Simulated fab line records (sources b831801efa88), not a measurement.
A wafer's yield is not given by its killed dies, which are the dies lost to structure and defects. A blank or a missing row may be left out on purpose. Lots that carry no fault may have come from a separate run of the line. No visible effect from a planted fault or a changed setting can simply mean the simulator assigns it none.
fab line records	flow sky130
[record] lots = 13	wafers = 39	last-day = 51
route steps=708 shown LI_CONTACT@365 CONTACT@433 METAL1@436 PAD_OPEN@708
lots that met no fault: from a run of the same line without faults
start-h: the number of hours between the record's first day and the start of the first shown wafer of the lot	wait-h: hours since the lot's step before	" as in the row above	L1.1+2: a row that stands for several wafers	- either no value or no given start	* or withheld: withheld	< > ~ a bound
route shown NAME@n: names a module that has steps shown in the file, with the first one's number in the route	usual: mean and standard deviation over wafers with no fault	same: alike in all rows	chamber/n: place in a boat	sites: per-site readings	_std_site: how widely they spread, as a standard deviation	_edge_site: inner sites' mean taken away from outer sites' mean	radius-mm: how far each site lies from the wafer's centre	mask NAME#n: copy n	behind: the most recent tool/chamber to have shaped the wafer	hold: why the lot was held/for how many hours/how that ended	device: names the non-switching transistor (n, p or np)	end of line: tests run on the same wafers once the route is complete	a step without rows: its recipe alone	killed: count of dies lost to structure and defects at first sort (not the wafer's yield)	map: shows each die of a wafer: x if killed, . if not, _ if none is there
set.NAME: the run value of the setting; set.NAME@STEP: its run value at that earlier step	model.NAME: the simulator's own value behind a step, which no gauge read
a sample of lots followed through the steps of the route, with each step as a table and each wafer as a row
services: a tool's chamber out of use, with start hour (start-h, from the record's first day; less than 0 if before it), hours out, and reason
[[steps]]
[step SKY_LI_CONTACT_BOW_MEAS_03]
[recipe] mode = bow
[usual] LI_CONTACT_BOW = 56/7
lot.wafer	tool	chamber	start-h	wait-h	LI_CONTACT_BOW[um]
L747.1	film-metro-04	-	652.73	0.1	59
L747.2	"	-	"	"	60
L747.3	"	-	"	"	63
L749.2	film-metro-04	-	669.10	0.1	61
L749.4	"	-	"	"	61
L749.5	"	-	"	"	74
L752.1	film-metro-04	-	705.54	0.2	52
L752.2	"	-	"	"	51
L752.5	"	-	"	"	57
L751.1	film-metro-04	-	706.38	0.1	61
L751.4	"	-	"	"	52
L751.6	"	-	"	"	56
L754.1	film-metro-04	-	708.88	0.2	53
L754.3	"	-	"	"	59
L754.4	"	-	"	"	53
L755.1	film-metro-03	-	729.39	0.1	50
L755.2	"	-	"	"	66
L755.4	"	-	"	"	57
L758.2	film-metro-01	-	741.06	0.2	51
L758.4	"	-	"	"	53
L758.5	"	-	"	"	59
L757.1	film-metro-01	-	745.29	0.2	62
L757.3	"	-	"	"	62
L757.4	"	-	"	"	69
L759.2	film-metro-04	-	748.70	0.1	46
L759.4	"	-	"	"	54
L759.5	"	-	"	"	50
L767.1	film-metro-04	-	815.84	0.1	56
L767.2	"	-	"	"	65
L767.6	"	-	"	"	47
L769.1	film-metro-04	-	823.20	0.1	52
L769.3	"	-	"	"	61
L769.4	"	-	"	"	53
L768.1	film-metro-04	-	830.21	0.2	54
L768.2	"	-	"	"	52
L768.4	"	-	"	"	46
L770.1	film-metro-01	-	844.18	0.1	55
L770.5	"	-	"	"	59
L770.6	"	-	"	"	64
[step SKY_CONTACT_CMP_27]
[recipe] stop-on = SiO2	t-overpolish-s = 15	down-force-psi = 3.5	platen-rpm = 60	target-thk-nm = 0	pad-velocity-m-s = 0.94248
[usual] motor-current-A = 10.6/1	overpolish-run-s = 15.000/0.0089	retaining-ring-pressure-frac = 1.000/0.0052	time-to-endpoint-s = 81/4.2
lot.wafer	tool	chamber	start-h	wait-h	motor-current-A	overpolish-run-s	retaining-ring-pressure-frac	time-to-endpoint-s
L747.3	cmp-01	3	741.31	0.0	9.4	15.000	0.997	87
L747.2	"	1	"	"	9.9	14.997	0.994	84
L747.1	"	2	"	"	9.5	15.000	1.009	84
L749.2	cmp-02	0	757.14	0.1	10.7	15.003	0.996	83
L749.4	"	1	"	"	11.5	14.999	1.004	85
L749.5	"	3	"	"	10.6	15.006	1.006	79
L752.2	cmp-02	0	792.53	0.0	10.8	14.985	1.000	81
L752.1	"	3	"	"	11.5	14.993	0.999	77
L752.5	"	1	"	"	11.4	15.010	1.005	81
L751.1	cmp-02	1	793.75	0.1	10.1	14.999	0.996	80
L751.4	"	2	"	"	12.0	15.005	1.004	79
L751.6	"	1	"	"	11.1	14.998	0.993	80
L754.3	cmp-01	0	796.04	0.0	11.2	14.992	0.997	85
L754.1	"	1	"	"	9.8	15.010	1.001	81
L754.4	"	2	"	"	9.2	14.992	1.002	78
L755.1	cmp-02	0	815.17	0.1	10.5	15.015	0.993	79
L755.4	"	2	"	"	12.4	14.984	0.993	71
L755.2	"	3	"	"	11.0	14.998	0.997	79
L758.4	cmp-01	0	826.42	0.0	11.7	15.007	0.997	86
L758.2	"	3	"	"	9.0	15.007	1.002	85
L758.5	"	1	"	"	9.4	15.014	1.006	88
L757.1	cmp-02	1	830.84	0.1	11.1	15.016	1.007	48
L757.3	"	3	"	"	10.9	15.007	0.988	80
L757.4	"	0	"	"	10.9	14.989	0.997	85
L759.4	cmp-02	0	834.78	0.1	10.8	15.000	0.998	78
L759.2	"	1	"	"	11.2	14.996	1.004	87
L759.5	"	0	"	"	10.6	15.003	0.996	45
L767.1	cmp-02	1	899.24	0.1	11.7	14.984	0.987	85
L767.2	"	2	"	"	12.3	15.002	1.004	77
L767.6	"	0	"	"	11.3	15.012	1.008	83
L769.1	cmp-02	0	906.50	0.1	10.6	15.016	1.001	88
L769.3	"	2	"	"	12.2	15.000	1.000	78
L769.4	"	3	"	"	11.0	14.991	1.003	85
L768.2	cmp-02	1	912.73	0.1	10.9	15.003	1.004	89
L768.4	"	3	"	"	11.0	15.003	1.012	83
L768.1	"	0	"	"	11.1	14.999	1.003	82
L770.1	cmp-02	3	926.73	0.5	10.8	14.986	1.003	85
L770.5	"	1	"	"	10.6	14.987	1.002	87
L770.6	"	2	"	"	12.6	14.978	1.011	76
[step SKY_METAL1_SPUTTER_02]
[recipe] material = AlCu	target-thk-nm = 250	power-w = 10600	time-s = 13.3	chamber-pressure-pa = 0.4
[usual] throttle-valve-pct = 29.8/1.1
lot.wafer	tool	chamber	start-h	wait-h	throttle-valve-pct
L747.1	pvd-sputter-02	-	741.65	0.0	29.3
L747.2	"	-	"	"	31.5
L747.3	"	-	"	"	30.0
L749.2	pvd-sputter-02	-	757.39	0.0	27.2
L749.4	"	-	"	"	30.1
L749.5	"	-	"	"	29.2
L752.1	pvd-sputter-02	-	792.87	0.0	27.5
L752.2	"	-	"	"	29.1
L752.5	"	-	"	"	29.2
L751.1	pvd-sputter-02	-	794.10	0.0	31.4
L751.4	"	-	"	"	29.5
L751.6	"	-	"	"	29.4
L754.1	pvd-sputter-02	-	796.41	0.0	31.6
L754.3	"	-	"	"	29.9
L754.4	"	-	"	"	29.2
L755.1	pvd-sputter-01	-	815.52	0.0	29.7
L755.2	"	-	"	"	30.1
L755.4	"	-	"	"	29.8
L758.2	pvd-sputter-02	-	826.77	0.0	27.0
L758.4	"	-	"	"	31.4
L758.5	"	-	"	"	31.5
L757.1	pvd-sputter-03	-	831.19	0.0	30.2
L757.3	"	-	"	"	31.4
L757.4	"	-	"	"	30.3
L759.2	pvd-sputter-01	-	835.08	0.0	29.6
L759.4	"	-	"	"	30.4
L759.5	"	-	"	"	29.6
L767.1	pvd-sputter-01	-	899.54	0.0	29.7
L767.2	"	-	"	"	29.6
L767.6	"	-	"	"	30.2
L769.1	pvd-sputter-01	-	906.85	0.0	29.8
L769.3	"	-	"	"	30.0
L769.4	"	-	"	"	29.6
L768.1	pvd-sputter-01	-	913.08	0.0	29.8
L768.2	"	-	"	"	30.6
L768.4	"	-	"	"	29.6
L770.1	pvd-sputter-02	-	926.98	0.0	29.5
L770.5	"	-	"	"	29.4
L770.6	"	-	"	"	27.3
[step SKY_METAL1_SPUTTER_03]
[recipe] material = Ti	target-thk-nm = 5	power-w = 3000	time-s = 3.3	chamber-pressure-pa = 0.4
[usual] throttle-valve-pct = 29.8/1.1
lot.wafer	tool	chamber	start-h	wait-h	throttle-valve-pct
L747.1	pvd-sputter-02	-	741.68	0.0	29.3
L747.2	"	-	"	"	31.5
L747.3	"	-	"	"	30.1
L749.2	pvd-sputter-02	-	757.41	0.0	27.3
L749.4	"	-	"	"	30.1
L749.5	"	-	"	"	29.2
L752.1	pvd-sputter-02	-	792.90	0.0	27.3
L752.2	"	-	"	"	29.1
L752.5	"	-	"	"	29.1
L751.1	pvd-sputter-02	-	794.13	0.0	31.5
L751.4	"	-	"	"	29.3
L751.6	"	-	"	"	29.0
L754.1	pvd-sputter-02	-	796.43	0.0	31.6
L754.3	"	-	"	"	30.0
L754.4	"	-	"	"	29.1
L755.1	pvd-sputter-01	-	815.54	0.0	29.7
L755.2	"	-	"	"	30.5
L755.4	"	-	"	"	29.7
L758.2	pvd-sputter-02	-	826.79	0.0	27.4
L758.4	"	-	"	"	31.4
L758.5	"	-	"	"	31.7
L757.1	pvd-sputter-03	-	831.21	0.0	29.9
L757.3	"	-	"	"	31.2
L757.4	"	-	"	"	30.2
L759.2	pvd-sputter-01	-	835.10	0.0	29.4
L759.4	"	-	"	"	30.2
L759.5	"	-	"	"	29.7
L767.1	pvd-sputter-01	-	899.56	0.0	29.7
L767.2	"	-	"	"	29.8
L767.6	"	-	"	"	30.4
L769.1	pvd-sputter-01	-	906.87	0.0	29.6
L769.3	"	-	"	"	29.6
L769.4	"	-	"	"	29.9
L768.1	pvd-sputter-01	-	913.10	0.0	29.9
L768.2	"	-	"	"	30.3
L768.4	"	-	"	"	29.9
L770.1	pvd-sputter-02	-	927.01	0.0	29.0
L770.5	"	-	"	"	29.2
L770.6	"	-	"	"	27.2
[step SKY_PAD_OPEN_PROBE_99]
[usual] killed_at_M0_to_M3 = 43/6.6	killed_at_M4_up = 3.4/1.8	killed-at-contacts = 24/5.7	killed-at-front-end = 15/4.2	killed-at-other = 0.3/0.58	killed-dies = 86/8	killed-open = 46/7.2	killed-short = 39/5.8
[same] gross-dies = 492	killed-at-back-side = 0
lot.wafer	tool	chamber	start-h	wait-h	killed_at_M0_to_M3	killed_at_M4_up	killed-at-contacts	killed-at-front-end	killed-at-other	killed-dies	killed-open	killed-short
L747.1	prober-01	-	1082.98	0.1	36	3	22	16	1	78	38	40
L747.2	prober-01	-	1083.03	0.1	47	5	24	15	0	91	44	47
L747.3	prober-01	-	1083.08	0.2	30	5	37	12	0	84	52	32
L749.2	prober-01	-	1094.76	0.1	38	0	20	23	0	81	51	30
L749.4	prober-01	-	1094.86	0.2	49	2	24	16	1	92	55	36
L749.5	prober-01	-	1094.91	0.2	53	7	29	16	1	106	52	53
L752.1	prober-01	-	1121.71	0.1	45	2	18	24	1	90	53	37
L752.2	prober-01	-	1121.76	0.1	33	4	27	13	0	77	46	31
L752.5	prober-01	-	1121.91	0.2	47	3	19	17	1	87	47	39
L751.1	prober-01	-	1124.18	0.1	44	3	15	15	0	77	47	29
L751.4	prober-01	-	1124.33	0.2	41	2	31	13	0	87	42	44
L751.6	prober-01	-	1124.43	0.2	49	2	28	15	1	95	46	48
L754.1	prober-02	-	1124.88	0.1	46	1	33	14	0	94	63	31
L754.3	prober-02	-	1124.98	0.2	41	4	29	13	0	87	51	36
L754.4	prober-02	-	1125.03	0.2	55	2	26	14	0	97	51	46
L755.1	prober-01	-	1141.56	0.1	51	5	19	21	0	96	66	30
L755.2	prober-01	-	1141.61	0.1	47	1	18	17	0	83	43	40
L755.4	prober-01	-	1141.71	0.2	53	5	21	13	0	92	58	34
L758.2	prober-01	-	1147.28	0.1	36	2	23	24	1	86	51	35
L758.4	prober-01	-	1147.38	0.2	54	4	24	17	0	99	56	43
L758.5	prober-01	-	1147.43	0.2	45	1	20	18	1	85	58	27
L757.1	prober-02	-	1152.28	0.1	44	4	27	11	1	87	50	37
L757.3	prober-02	-	1152.38	0.2	42	1	28	11	1	83	52	31
L757.4	prober-02	-	1152.43	0.2	32	5	25	10	0	72	38	34
L759.2	prober-02	-	1156.42	0.1	33	8	16	13	0	70	25	45
L759.4	prober-02	-	1156.52	0.2	37	3	22	15	0	77	38	39
L759.5	prober-02	-	1156.57	0.2	51	2	30	12	0	95	59	36
L767.1	prober-02	-	1197.44	0.1	41	7	27	11	0	86	45	39
L767.2	prober-02	-	1197.49	0.1	30	3	28	22	0	83	38	44
L767.6	prober-02	-	1197.69	0.2	48	3	21	18	0	90	43	47
L769.1	prober-01	-	1200.03	0.1	49	2	18	11	1	81	44	36
L769.3	prober-01	-	1200.13	0.2	24	2	33	9	1	69	39	28
L769.4	prober-01	-	1200.18	0.2	45	1	29	18	0	93	55	38
L768.1	prober-02	-	1204.03	0.1	46	2	25	15	0	88	41	46
L768.2	prober-02	-	1204.08	0.1	47	3	21	20	1	92	55	37
L768.4	prober-02	-	1204.18	0.2	40	2	11	16	1	70	39	31
L770.1	prober-02	-	1213.12	0.1	45	2	32	17	0	96	51	45
L770.5	prober-02	-	1213.32	0.2	48	2	29	11	0	90	44	46
L770.6	prober-02	-	1213.37	0.2	36	3	26	12	0	77	45	32
// killed by level:class
L747.1 CONTACT:geometric-particle:open=8 FIELD_ISO:geometric-particle:short=6 VIA2:geometric-particle:open=6 LI_CONTACT:geometric-particle:open=5 VIA3:geometric-particle:short=5 METAL1:geometric-particle:short=5 VIA1:geometric-particle:open=5 FIELD_ISO:geometric-particle:open=4
L747.2 CONTACT:geometric-particle:open=11 VIA1:geometric-particle:open=8 METAL1:geometric-particle:short=8 CONTACT:geometric-particle:short=7 VIA2:geometric-particle:open=7 VIA3:geometric-particle:open=7 FIELD_ISO:geometric-particle:short=5 VIA3:geometric-particle:short=5
L747.3 CONTACT:geometric-particle:open=14 LI_CONTACT:geometric-particle:open=9 VIA3:geometric-particle:open=6 LI_CONTACT:geometric-particle:short=6 CONTACT:geometric-particle:short=6 VIA1:geometric-particle:open=5 FIELD_ISO:geometric-particle:open=4 POLY_GATE:geometric-particle:open=4
L749.2 VIA2:geometric-particle:open=10 VIA1:geometric-particle:open=8 CONTACT:geometric-particle:open=7 FIELD_ISO:geometric-particle:open=6 LI_CONTACT:geometric-particle:open=6 FIELD_ISO:geometric-particle:short=5 METAL2:geometric-particle:short=5 VIA3:geometric-particle:open=5
L749.4 VIA1:geometric-particle:open=11 LI_CONTACT:geometric-particle:open=9 CONTACT:geometric-particle:open=7 VIA2:geometric-particle:open=7 VIA3:geometric-particle:open=7 FIELD_ISO:geometric-particle:open=5 METAL1:geometric-particle:short=5 VIA1:geometric-particle:short=5
L749.5 VIA2:geometric-particle:open=11 LI_CONTACT:geometric-particle:open=10 VIA1:geometric-particle:open=10 METAL1:geometric-particle:short=9 VIA1:geometric-particle:short=7 LOCAL_INTERCONNECT:geometric-particle:short=6 LI_CONTACT:geometric-particle:short=5 CONTACT:geometric-particle:open=5
L752.1 VIA1:geometric-particle:open=10 VIA2:geometric-particle:open=10 LI_CONTACT:geometric-particle:open=7 METAL1:geometric-particle:short=6 POLY_GATE:geometric-particle:open=5 POLY_GATE:geometric-particle:short=5 CONTACT:geometric-particle:open=5 VIA3:geometric-particle:open=5
L752.2 CONTACT:geometric-particle:open=11 LI_CONTACT:geometric-particle:open=8 VIA2:geometric-particle:open=6 VIA3:geometric-particle:open=6 LI_CONTACT:geometric-particle:short=5 VIA1:geometric-particle:short=4 VIA1:geometric-particle:open=4 METAL2:geometric-particle:short=4
L752.5 VIA1:geometric-particle:open=12 CONTACT:geometric-particle:open=9 METAL1:geometric-particle:short=6 VIA2:geometric-particle:open=6 VIA1:geometric-particle:short=5 VIA3:geometric-particle:open=5 FIELD_ISO:geometric-particle:open=4 FIELD_ISO:geometric-particle:short=4
L751.1 VIA1:geometric-particle:open=12 CONTACT:geometric-particle:open=6 POLY_GATE:geometric-particle:short=5 METAL1:geometric-particle:short=5 VIA1:geometric-particle:short=5 VIA2:geometric-particle:open=5 VIA3:geometric-particle:open=5 POLY_GATE:geometric-particle:open=4
L751.4 CONTACT:geometric-particle:open=11 VIA1:geometric-particle:open=9 LOCAL_INTERCONNECT:geometric-particle:short=8 LI_CONTACT:geometric-particle:open=6 METAL1:geometric-particle:short=6 VIA2:geometric-particle:open=6 POLY_GATE:geometric-particle:open=5 METAL2:geometric-particle:short=5
L751.6 VIA1:geometric-particle:open=11 LI_CONTACT:geometric-particle:open=8 LOCAL_INTERCONNECT:geometric-particle:short=7 CONTACT:geometric-particle:short=6 METAL2:geometric-particle:short=6 METAL3:geometric-particle:short=5 CONTACT:geometric-particle:open=4 VIA1:geometric-particle:short=4
L754.1 LI_CONTACT:geometric-particle:open=13 VIA1:geometric-particle:open=13 CONTACT:geometric-particle:open=10 VIA2:geometric-particle:open=9 VIA3:geometric-particle:open=6 LI_CONTACT:geometric-particle:short=5 VIA2:geometric-particle:short=5 FIELD_ISO:geometric-particle:open=4
L754.3 VIA2:geometric-particle:open=11 CONTACT:geometric-particle:open=11 VIA1:geometric-particle:open=8 LI_CONTACT:geometric-particle:open=6 METAL1:geometric-particle:short=6 LI_CONTACT:geometric-particle:short=5 FIELD_ISO:geometric-particle:open=4 VIA3:geometric-particle:open=4
L754.4 VIA1:geometric-particle:open=13 METAL2:geometric-particle:short=10 LI_CONTACT:geometric-particle:open=7 METAL1:geometric-particle:short=6 VIA1:geometric-particle:short=6 VIA3:geometric-particle:open=6 POLY_GATE:geometric-particle:open=5 LI_CONTACT:geometric-particle:short=5
L755.1 VIA1:geometric-particle:open=20 CONTACT:geometric-particle:open=11 VIA3:geometric-particle:open=8 VIA2:geometric-particle:open=7 FIELD_ISO:geometric-particle:open=4 FIELD_ISO:geometric-particle:short=4 POLY_GATE:geometric-particle:short=4 POLY_GATE:geometric-particle:open=4
L755.2 VIA1:geometric-particle:open=9 VIA2:geometric-particle:open=8 POLY_GATE:geometric-particle:open=6 CONTACT:geometric-particle:open=6 VIA1:geometric-particle:short=6 VIA2:geometric-particle:short=6 METAL2:geometric-particle:short=5 FIELD_ISO:geometric-particle:open=4
L755.4 VIA1:geometric-particle:open=15 VIA3:geometric-particle:open=11 LI_CONTACT:geometric-particle:open=7 VIA1:geometric-particle:short=6 VIA2:geometric-particle:open=6 CONTACT:geometric-particle:open=5 POLY_GATE:geometric-particle:short=4 CONTACT:geometric-particle:short=4
L758.2 VIA1:geometric-particle:open=10 CONTACT:geometric-particle:open=9 FIELD_ISO:geometric-particle:open=8 LI_CONTACT:geometric-particle:open=6 METAL1:geometric-particle:short=6 POLY_GATE:geometric-particle:short=5 VIA2:geometric-particle:open=5 FIELD_ISO:geometric-particle:short=4
L758.4 LI_CONTACT:geometric-particle:open=10 METAL1:geometric-particle:short=10 VIA2:geometric-particle:open=9 VIA1:geometric-particle:short=9 VIA1:geometric-particle:open=9 VIA3:geometric-particle:open=8 CONTACT:geometric-particle:open=7 POLY_GATE:geometric-particle:short=5
L758.5 VIA1:geometric-particle:open=17 VIA3:geometric-particle:open=8 CONTACT:geometric-particle:open=7 FIELD_ISO:geometric-particle:open=6 POLY_GATE:geometric-particle:open=5 LOCAL_INTERCONNECT:geometric-particle:short=5 VIA2:geometric-particle:short=5 VIA2:geometric-particle:open=5
L757.1 CONTACT:geometric-particle:open=12 VIA1:geometric-particle:short=10 VIA2:geometric-particle:open=8 LI_CONTACT:geometric-particle:open=7 LI_CONTACT:geometric-particle:short=6 VIA1:geometric-particle:open=6 VIA3:geometric-particle:open=6 FIELD_ISO:geometric-particle:short=4
L757.3 VIA1:geometric-particle:open=14 CONTACT:geometric-particle:open=12 METAL2:geometric-particle:short=6 VIA3:geometric-particle:open=6 LI_CONTACT:geometric-particle:short=4 LI_CONTACT:geometric-particle:open=4 CONTACT:geometric-particle:short=4 VIA2:geometric-particle:open=4
L757.4 VIA1:geometric-particle:open=9 LI_CONTACT:geometric-particle:open=7 VIA3:geometric-particle:open=7 CONTACT:geometric-particle:open=6 FIELD_ISO:geometric-particle:open=5 VIA1:geometric-particle:short=5 LOCAL_INTERCONNECT:geometric-particle:short=5 CONTACT:geometric-particle:short=4
L759.2 FIELD_ISO:geometric-particle:short=7 VIA1:geometric-particle:open=7 METAL4:geometric-particle:short=5 VIA3:geometric-particle:open=5 LI_CONTACT:geometric-particle:short=4 CONTACT:geometric-particle:short=4 METAL1:geometric-particle:short=4 METAL2:geometric-particle:short=4
L759.4 VIA1:geometric-particle:open=10 CONTACT:geometric-particle:short=6 FIELD_ISO:geometric-particle:short=5 CONTACT:geometric-particle:open=5 VIA2:geometric-particle:short=5 VIA2:geometric-particle:open=5 LI_CONTACT:geometric-particle:open=4 LOCAL_INTERCONNECT:geometric-particle:short=4
L759.5 VIA3:geometric-particle:open=10 CONTACT:geometric-particle:open=10 VIA1:geometric-particle:open=10 VIA2:geometric-particle:open=8 LI_CONTACT:geometric-particle:open=7 VIA1:geometric-particle:short=6 METAL1:geometric-particle:short=5 CONTACT:geometric-particle:short=5
L767.1 CONTACT:geometric-particle:short=10 VIA2:geometric-particle:open=9 CONTACT:geometric-particle:open=8 VIA1:geometric-particle:open=8 METAL2:geometric-particle:short=6 LOCAL_INTERCONNECT:geometric-particle:short=5 METAL1:geometric-particle:short=5 METAL4:geometric-particle:short=4
L767.2 CONTACT:geometric-particle:open=13 FIELD_ISO:geometric-particle:open=6 POLY_GATE:geometric-particle:short=6 METAL2:geometric-particle:short=5 CONTACT:geometric-particle:short=5 FIELD_ISO:geometric-particle:short=4 VIA1:geometric-particle:short=4 LOCAL_INTERCONNECT:geometric-particle:short=4
L767.6 VIA1:geometric-particle:open=12 FIELD_ISO:geometric-particle:short=7 VIA1:geometric-particle:short=7 CONTACT:geometric-particle:open=7 VIA2:geometric-particle:open=7 VIA3:geometric-particle:open=7 POLY_GATE:geometric-particle:short=5 METAL2:geometric-particle:short=5
L769.1 VIA2:geometric-particle:open=8 METAL2:geometric-particle:short=8 VIA3:geometric-particle:open=8 LI_CONTACT:geometric-particle:open=7 LOCAL_INTERCONNECT:geometric-particle:short=6 METAL1:geometric-particle:short=6 VIA1:geometric-particle:open=5 FIELD_ISO:geometric-particle:open=4
L769.3 VIA1:geometric-particle:open=12 CONTACT:geometric-particle:open=10 LOCAL_INTERCONNECT:geometric-particle:short=8 LI_CONTACT:geometric-particle:open=6 VIA3:geometric-particle:open=5 CONTACT:geometric-particle:short=4 POLY_GATE:geometric-particle:short=3 LOCAL_INTERCONNECT:geometric-particle:open=3
L769.4 CONTACT:geometric-particle:open=11 VIA3:geometric-particle:open=11 VIA2:geometric-particle:open=7 METAL2:geometric-particle:open=5 LOCAL_INTERCONNECT:geometric-particle:short=5 METAL2:geometric-particle:short=5 POLY_GATE:geometric-particle:open=4 POLY_GATE:geometric-particle:short=4
L768.1 CONTACT:geometric-particle:open=9 VIA1:geometric-particle:open=9 METAL1:geometric-particle:short=7 VIA1:geometric-particle:short=6 CONTACT:geometric-particle:short=5 LI_CONTACT:geometric-particle:open=5 METAL2:geometric-particle:short=5 POLY_GATE:geometric-particle:open=4
L768.2 VIA1:geometric-particle:open=11 CONTACT:geometric-particle:open=10 VIA2:geometric-particle:open=8 VIA3:geometric-particle:open=7 POLY_GATE:geometric-particle:open=6 METAL2:geometric-particle:short=6 FIELD_ISO:geometric-particle:open=4 CONTACT:geometric-particle:short=4
L768.4 VIA1:geometric-particle:open=12 VIA2:geometric-particle:open=7 VIA3:geometric-particle:open=4 CONTACT:geometric-particle:open=4 METAL1:geometric-particle:short=4 VIA1:geometric-particle:short=4 METAL2:geometric-particle:short=4 FIELD_ISO:geometric-particle:open=3
L770.1 CONTACT:geometric-particle:open=12 VIA1:geometric-particle:open=9 POLY_GATE:geometric-particle:short=8 VIA3:geometric-particle:open=8 LI_CONTACT:geometric-particle:open=7 VIA2:geometric-particle:open=7 METAL1:geometric-particle:short=6 CONTACT:geometric-particle:short=6
L770.5 CONTACT:geometric-particle:open=16 VIA1:geometric-particle:open=9 METAL1:geometric-particle:short=8 METAL2:geometric-particle:short=8 VIA2:geometric-particle:open=6 CONTACT:geometric-particle:short=5 VIA3:geometric-particle:open=5 VIA2:geometric-particle:short=4
L770.6 LI_CONTACT:geometric-particle:open=10 CONTACT:geometric-particle:open=9 VIA1:geometric-particle:open=7 VIA1:geometric-particle:short=6 VIA2:geometric-particle:open=5 VIA3:geometric-particle:open=5 LI_CONTACT:geometric-particle:short=4 FIELD_ISO:geometric-particle:open=3
[[services]]
tool	chamber	start-h	hours	kind
cmp-01	-	718.55	5.0	pm
cmp-02	-	744.14	4.0	pm
cmp-02	-	748.14	-	consumable-replace:conditioner
cmp-02	-	748.14	-	consumable-replace:pad
pvd-sputter-03	-	753.50	4.7	repair
pvd-sputter-02	-	759.96	1.9	repair
pvd-sputter-02	-	771.96	11.7	repair
cmp-01	-	813.30	3.9	pm
cmp-01	-	817.84	1.2	repair
cmp-02	-	829.48	1.1	repair
cmp-01	-	888.20	1.5	repair
cmp-01	-	912.00	4.0	pm
cmp-01	-	916.00	-	consumable-replace:conditioner
cmp-01	-	916.00	-	consumable-replace:pad
cmp-01	-	925.65	1.7	repair
[[key]]
[first-sign] step = SKY_CONTACT_CMP_27	reading = time-to-endpoint-s	direction = down	sigmas = 8.3	usual = *	struck = *
effect none on later readings
met-at SKY_CONTACT_CMP_27
struck-lots L757,L759
struck-wafers L757.1,L759.5
tester-left-out L757,L759
not-acting-at SKY_LI_CONTACT_BOW_MEAS_03,SKY_METAL1_SPUTTER_02,SKY_METAL1_SPUTTER_03
onset-between 815.17 830.84
[fault] kind = process-parameter-drift	tool = cmp-02	chamber = -	onset-h = 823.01	steps = SKY_CONTACT_CMP_27	channel = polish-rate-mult	offset = 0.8	shape = step	end-h = 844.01	scope = struck-wafers-only
// tester-left-out: of these lots the tester's yield and bins aren't shown, on N5 and GAA mostly nor the transistor test; their killed dies are dies lost to structure and defects alone, not to doping, threshold or leakage, so they don't give the yield
